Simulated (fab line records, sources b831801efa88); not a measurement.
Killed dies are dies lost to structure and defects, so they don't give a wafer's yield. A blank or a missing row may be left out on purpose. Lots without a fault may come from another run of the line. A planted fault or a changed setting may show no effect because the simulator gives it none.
Problem report in the 8D (eight disciplines) form, filled by code | flow gf180mcu | the parts of the form that need people (team, actions taken, sign-off) are left out

1. THE PROBLEM
TOP_METAL_ALCU_RS at GF_TOP_METAL_RS_MEAS_05 reads a mean of 0.0373 ohm/sq on 2 wafers of 2 lots; wafers without a fault read 0.0327 ohm/sq with a standard deviation of 0.00031. That is +15 standard deviations from the usual mean.
The step: measures by four-point-probe.
First seen on wafer L892.2, day 30 21:02, on film_metro-04. The record holds 30 wafers of 10 lots with a number at this step. Rule for "out", or "out of limits": more than 4 standard deviations from the usual mean. The other wafers with a number count as sound.

2. WHAT IT IS AND WHAT IT IS NOT
question                    | is                | is not
which readings at this step | TOP_METAL_ALCU_RS | -
which lots                  | L892, L894        | L882, L885, L886, L897, L900, L902, L903, L904
which wafers of those lots  | L892.2, L894.4    | L892.3, L892.4, L894.2, L894.5
read on which gauges        | film_metro-04     | film_metro-01, film_metro-02
when                        | from day 30 21:02 | up to then (11 sound wafers); but 17 sound wafers of L894, L897, L900, L902, L903, L904 came after

3. SUSPECTS, AND WHAT RULES EACH OUT
Counting: a tool at a process step up to the reading stays a suspect if it ran every lot that is out. Sound lots after the first of them don't rule it out here, since some wafers of a struck lot are sound.
- the gauge at GF_TOP_METAL_RS_MEAS_05: ruled out. All the wafers that are out were read on film_metro-04, but those of them that GF_TOP_METAL_METAL_ETCH_16 has rows for are out there too, on other tools.
- rie_diel-04 at GF_V5_ETCH_16 (etches BARC in N2/H2): kept. It ran every lot that is out, first L892 (day 30 19:24); its last sound lot up to then is L885 (day 28 08:29).
- pvd_sputter-04 at GF_TOP_METAL_SPUTTER_02 (material AlCu, target thk 900 nm, time 47.82 s): kept. It ran every lot that is out, first L892 (day 30 20:55); its last sound lot up to then is L886 (day 28 13:51).
- pvd_sputter-04 at GF_TOP_METAL_SPUTTER_04 (material TiN, target thk 25 nm, time 20.8 s): kept. It ran every lot that is out, first L892 (day 30 20:59); its last sound lot up to then is L886 (day 28 13:55).
Left after counting: rie_diel-04 at GF_V5_ETCH_16, pvd_sputter-04 at GF_TOP_METAL_SPUTTER_02, pvd_sputter-04 at GF_TOP_METAL_SPUTTER_04.

4. THE CAUSE (what the simulator had put in)
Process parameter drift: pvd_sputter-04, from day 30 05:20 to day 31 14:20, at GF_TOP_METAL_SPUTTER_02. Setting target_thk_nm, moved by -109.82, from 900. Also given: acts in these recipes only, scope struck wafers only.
Counting left 3 suspects, and this tool is among them.

5. THE CHAIN OF EFFECTS, in route order
Each row: a reading whose mean over the struck wafers that have a number lies more than 3 standard deviations from the usual. Only readings for which the record gives a usual standard deviation are gone through. hours: the time from each lot's start at the first step in this table that gives one to its start at this step, as a median over the lots. sigmas: the change in usual standard deviations.
hours | step                       | reading            | usual         | on struck wafers | change  | sigmas
0     | GF_TOP_METAL_RS_MEAS_05    | TOP_METAL_ALCU_RS  | 0.0327 ohm/sq | 0.0373           | +0.0046 | +15
6     | GF_TOP_METAL_THK_MEAS_06   | TOP_METAL_ALCU_THK | 897 nm        | 785              | -112    | -12
17    | GF_TOP_METAL_METAL_ETCH_16 | oes_product_au     | 0.968 a.u.    | 0.907            | -0.061  | -8.7
17    | GF_TOP_METAL_METAL_ETCH_16 | throttle_valve_pct | 28.256 %      | 28.322           | +0.066  | +6.0
The process steps in it:
- GF_TOP_METAL_METAL_ETCH_16: etches the open film in Cl2/BCl3, stops on SiO2, target depth 1077.5 nm, time 179.6 s.

6. WHAT WOULD HAVE CAUGHT IT SOONER
In this record the first reading out of limits at a measuring or inspecting step was taken at day 30 21:02, 16 hours after the fault began at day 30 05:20.
Of the tool readings at GF_TOP_METAL_SPUTTER_02 for which the record gives a usual standard deviation, none was out on any struck wafer, so an alarm limit of 4 standard deviations on them would not have fired.
Of the lots that are out (2), L894 began GF_TOP_METAL_SPUTTER_02 on pvd_sputter-04 after day 30 21:02. A hold on the tool at that time would have spared it.
